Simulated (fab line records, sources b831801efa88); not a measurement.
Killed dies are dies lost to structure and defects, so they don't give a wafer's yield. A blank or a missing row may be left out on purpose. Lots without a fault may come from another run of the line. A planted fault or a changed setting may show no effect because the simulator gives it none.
Which tool did it? | flow sky130 | 6 lots, 18 wafers sampled, at 2 steps of a route of 708

WHAT THE GAUGES READ, wafer by wafer
SKY_CAP2M_OVL_MEAS_12.
lot  | measured     | on         | CAP2M_OVL (nm)
L416 | day 41 08:23 | overlay-02 | -0.9 0.5 0.1
L419 | day 42 07:27 | overlay-02 | 3.7 2.3 3.6
L422 | day 42 20:17 | overlay-01 | 3.4 1.8 1.0
L427 | day 44 13:41 | overlay-01 | 0.3 0.8 0.6
L432 | day 45 17:02 | overlay-02 | 3.2 2.7 3.6
L438 | day 47 01:14 | overlay-01 | 0.9 2.2 3.0

WHICH TOOL RAN EACH LOT (tool, then ch and the chambers of the sampled wafers, then the start)
lot  | SKY_METAL2_SPUTTER_04
L416 | pvd_sputter-04, day 34 12:19
L419 | pvd_sputter-04, day 35 15:26
L422 | pvd_sputter-04, day 36 07:26
L427 | pvd_sputter-03, day 38 05:02
L432 | pvd_sputter-04, day 39 11:59
L438 | pvd_sputter-04, day 41 04:04
- SKY_METAL2_SPUTTER_04: material TiN, target thk 70 nm, time 58.3 s.

THE ANSWER, worked out from the rows above alone
Rule: what is usual is taken from the lots themselves. Put in order of their means at a reading, lots are off if they are a third of the lots or fewer, leave a main group of 4 or more, and stand apart from it by a gap of 3 or more times the standard deviation of the main group's means; of several such gaps the widest counts. A main group whose means are all the same, to the digits that the tables above print for the reading, isn't used. A lot without any number at a reading at which 4 lots or more have one is off too. The other lots that the step has rows for count as sound.
No lot is off at any reading shown: from this, nothing can be told.

WHAT THE SIMULATOR HAD PUT IN
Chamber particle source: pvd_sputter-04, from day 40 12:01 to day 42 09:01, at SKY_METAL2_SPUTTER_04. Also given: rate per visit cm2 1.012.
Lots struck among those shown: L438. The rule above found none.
